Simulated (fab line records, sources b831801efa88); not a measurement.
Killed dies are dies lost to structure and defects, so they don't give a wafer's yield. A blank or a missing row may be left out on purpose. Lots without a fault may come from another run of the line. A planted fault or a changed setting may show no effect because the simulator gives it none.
Which tool did it? | flow sky130 | 14 lots, 42 wafers sampled, at 2 steps of a route of 708

WHAT THE GAUGES READ, wafer by wafer
SKY_VT_ADJUST_LVTN_TW_MEAS_21.
lot  | measured     | on            | VT_ADJUST_LVTN_2_TW
L450 | day 8 06:30  | film_metro-03 | 185.9 184.6 185.2
L451 | day 8 09:20  | film_metro-03 | 185.2 185.3 185.0
L453 | day 8 22:28  | film_metro-01 | 188.0 187.8 186.4
L454 | day 9 05:53  | film_metro-03 | 186.6 186.7 185.7
L456 | day 9 20:04  | film_metro-03 | 186.9 187.3 185.4
L457 | day 9 22:41  | film_metro-03 | 187.4 187.6 186.5
L458 | day 10 06:01 | film_metro-03 | 186.7 186.7 186.1
L459 | day 10 13:28 | film_metro-03 | 187.2 187.2 187.3
L460 | day 11 02:03 | film_metro-03 | 186.9 186.9 186.9
L461 | day 11 05:07 | film_metro-03 | 164.5 164.4 163.6
L462 | day 11 11:16 | film_metro-01 | 165.5 165.5 165.0
L463 | day 11 18:02 | film_metro-01 | 187.3 187.9 188.1
L469 | day 13 07:16 | film_metro-01 | 188.9 187.9 189.0
L472 | day 14 07:37 | film_metro-03 | 186.2 183.7 184.1

WHICH TOOL RAN EACH LOT (tool, then ch and the chambers of the sampled wafers, then the start)
lot  | SKY_VT_ADJUST_LVTN_IMPLANT_19
L450 | implanter-04 ch 0, day 8 06:17
L451 | implanter-04 ch 0, day 8 09:05
L453 | implanter-04 ch 0, day 8 22:13
L454 | implanter-03 ch 0, day 9 05:40
L456 | implanter-04 ch 0, day 9 19:51
L457 | implanter-03 ch 0, day 9 22:26
L458 | implanter-03 ch 0, day 10 05:46
L459 | implanter-01 ch 0, day 10 13:13
L460 | implanter-01 ch 0, day 11 01:50
L461 | implanter-01 ch 0, day 11 04:52
L462 | implanter-01 ch 0, day 11 11:02
L463 | implanter-04 ch 0, day 11 17:47
L469 | implanter-04 ch 0, day 13 07:02
L472 | implanter-03 ch 0, day 14 07:22
- SKY_VT_ADJUST_LVTN_IMPLANT_19

WHAT THE TOOLS THEMSELVES READ (means of the sampled wafers that have a number; where no wafer has one, the mark that the record gives instead)
SKY_VT_ADJUST_LVTN_IMPLANT_19.
lot  | tool         | dose_ions_cm2 | end_station_pressure_torr (Torr) | faraday_current_uA
L450 | implanter-04 | 6.499e+11     | 5e-06                            | 3.67
L451 | implanter-04 | 6.493e+11     | 5e-06                            | 3.62
L453 | implanter-04 | 6.487e+11     | 5e-06                            | 3.63
L454 | implanter-03 | 6.503e+11     | 5e-06                            | 3.74
L456 | implanter-04 | 6.490e+11     | 5e-06                            | 3.69
L457 | implanter-03 | 6.497e+11     | 5e-06                            | 3.62
L458 | implanter-03 | 6.495e+11     | 5e-06                            | 3.67
L459 | implanter-01 | 6.496e+11     | 5e-06                            | 3.67
L460 | implanter-01 | 6.500e+11     | 5e-06                            | 3.72
L461 | implanter-01 | 4.098e+11     | 5e-06                            | 2.33
L462 | implanter-01 | 4.092e+11     | 5e-06                            | 2.30
L463 | implanter-04 | 6.496e+11     | 5e-06                            | 3.63
L469 | implanter-04 | 6.499e+11     | 5e-06                            | 3.69
L472 | implanter-03 | 6.496e+11     | 5e-06                            | 3.70

THE ANSWER, worked out from the rows above alone
Rule: what is usual is taken from the lots themselves. Put in order of their means at a reading, lots are off if they are a third of the lots or fewer, leave a main group of 4 or more, and stand apart from it by a gap of 3 or more times the standard deviation of the main group's means; of several such gaps the widest counts. A main group whose means are all the same, to the digits that the tables above print for the reading, isn't used. A lot without any number at a reading at which 4 lots or more have one is off too. The other lots that the step has rows for count as sound. The gauges are gone through in route order, then the tools' own readings, and for those a lot's mean is taken as printed above. The first step at which some lot is off is used, and at that step the reading that is off furthest; a lot without a number counts as furthest.
Off: L461, L462, at SKY_VT_ADJUST_LVTN_TW_MEAS_21 (VT_ADJUST_LVTN_2_TW). The main group: mean 186.6, standard deviation 1.1.
A tool fits if, at a process step before that reading, it ran every lot that is off, and no sound lot after the first of them. The gauges at SKY_VT_ADJUST_LVTN_TW_MEAS_21 aren't tried: what is off there is off at SKY_VT_ADJUST_LVTN_IMPLANT_19 too, on other tools, and a gauge's error can't cause that. One fits: implanter-01 at SKY_VT_ADJUST_LVTN_IMPLANT_19. Its last sound lot is L460 (day 11 01:50), its first lot that is off L461 (day 11 04:52): a fault that began between those two fits.
The tool's own readings at SKY_VT_ADJUST_LVTN_IMPLANT_19 bear it out: on the lots that are off they differ by more than 5 times the standard deviation of the sound lots' means. dose_ions_cm2 reads 4.095e+11 there against 6.496e+11 on the sound lots; faraday_current_uA reads 2.31 there against 3.67 on the sound lots.

WHAT THE SIMULATOR HAD PUT IN
Process parameter drift: implanter-01, from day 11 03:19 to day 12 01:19, at SKY_VT_ADJUST_LVTN_IMPLANT_19. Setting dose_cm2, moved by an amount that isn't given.
Lots struck among those shown: L461, L462. The rule above found the same.
